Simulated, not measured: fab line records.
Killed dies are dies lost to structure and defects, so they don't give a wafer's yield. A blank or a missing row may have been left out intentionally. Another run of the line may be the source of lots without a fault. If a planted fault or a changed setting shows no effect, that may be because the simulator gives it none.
8D (eight disciplines) problem report, filled in by code || flow gf180mcu || the parts of the form that need people (team, actions taken, sign-off) are left out

== 1. PROBLEM STATEMENT ==
VT_IMPLANT_4_TW at GF_VT_IMPLANT_TW_MEAS_43 reads a mean of 712 on 1 wafer of 1 lot; wafers without a fault read 695 with a standard deviation of 3.5. That is +4.9 standard deviations from the usual mean.
Seen first at day 11 07:20 on film-metro-01, wafer L827.4. At this step, 38 wafers from 13 lots have a number in the record. Rule for "out", or "out of limits": more than 4 standard deviations from the usual mean. All remaining wafers that have a number are taken as sound.

== 2. WHAT IT IS, WHAT IT ISN'T ==
{"question": "which readings at this step", "is": "VT_IMPLANT_4_TW", "is not": "-"}
{"question": "which lots", "is": "L827", "is not": "L816, L817, L818, L819, L820, L821, L822, L823, L834, L835, L837, L838"}
{"question": "which wafers of those lots", "is": "L827.4", "is not": "L827.5"}
{"question": "read on which gauges", "is": "film-metro-01", "is not": "film-metro-02"}
{"question": "when", "is": "from day 11 07:20", "is not": "up to then (25 sound wafers); but 12 sound wafers of L834, L835, L837, L838 came after"}

== 3. THE SUSPECTS, EACH WITH WHAT RULES IT OUT ==
Counting: any tool at a process step up to the reading remains a suspect provided it ran every lot that is out. Sound lots after the first of them don't rule it out here, since some wafers of a struck lot are sound.
- ruled out: the gauge at GF_VT_IMPLANT_TW_MEAS_43. All the wafers that are out were read on film-metro-01, but those of them that GF_VT_IMPLANT_IMPLANT_41 has rows for are out there too, on other tools.
- plasma-asher-02 at GF_VT_IMPLANT_STRIP_09 (strips in O2/N2): kept. L827, the lot that is out, went through it at day 9 01:22; up to then, the latest sound lot through it was L821 at day 7 18:48.
- implanter-03 at GF_VT_IMPLANT_IMPLANT_41: kept. L827, the lot that is out, went through it at day 11 07:07; up to then, the latest sound lot through it was L823 at day 10 05:46. Out on those wafers are its own readings of beam-on-s, faraday-current-uA.
- Within plasma-asher-02 at GF_VT_IMPLANT_STRIP_09, the wafers that are out were processed in chamber 0 and their sound lot-mates in chamber 1.
Remaining after the count are plasma-asher-02 at GF_VT_IMPLANT_STRIP_09 and implanter-03 at GF_VT_IMPLANT_IMPLANT_41.

== 4. THE CAUSE (what the simulator had put in) ==
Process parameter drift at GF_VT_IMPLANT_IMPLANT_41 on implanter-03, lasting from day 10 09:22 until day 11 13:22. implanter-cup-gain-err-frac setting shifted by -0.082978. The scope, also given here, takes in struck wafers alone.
2 suspects survive the count, and this tool is in that group.

== 5. THE CHAIN OF EFFECTS, in route order ==
Each row: a reading whose mean over the struck wafers that have a number lies more than 3 standard deviations from the usual. Scope: only readings with a usual standard deviation given in the record; hours: median across lots of the time from each lot's start at the first step in this table that gives one to its start at this step; sigmas: change in usual standard deviations.
{"hours": 0, "step": "GF_VT_IMPLANT_IMPLANT_41", "reading": "beam-on-s", "usual": "10.03 s", "on struck wafers": 11.16, "change": "+1.13", "sigmas": "+5.4"}
{"hours": 0, "step": "GF_VT_IMPLANT_IMPLANT_41", "reading": "faraday-current-uA", "usual": 5.70, "on struck wafers": 5.10, "change": -0.60, "sigmas": -5.0}
{"hours": 0, "step": "GF_VT_IMPLANT_TW_MEAS_43", "reading": "VT_IMPLANT_4_TW", "usual": 695, "on struck wafers": 712, "change": "+17", "sigmas": "+4.9"}
Here are the process steps it includes:
- GF_VT_IMPLANT_IMPLANT_41
Later steps that measure or inspect, where all struck wafers having a row at the step show a number for every such reading and not one has moved that far: GF_DUAL_GATE_THK_MEAS_03.

== 6. HOW IT WOULD HAVE BEEN CAUGHT EARLIER ==
The first out-of-limits reading at a measuring or inspecting step in this record came at day 11 07:20, 22 hours after the fault's start at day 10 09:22.
At GF_VT_IMPLANT_IMPLANT_41, the tool's own readings (beam-on-s, faraday-current-uA) were out on each struck wafer the step has a row for, so an alarm limit on them would have fired on the first such wafer.
Each of the lots that are out, 1 in all, had begun GF_VT_IMPLANT_IMPLANT_41 on implanter-03 no later than day 11 07:20. Holding the tool at that point would not have protected any of them.
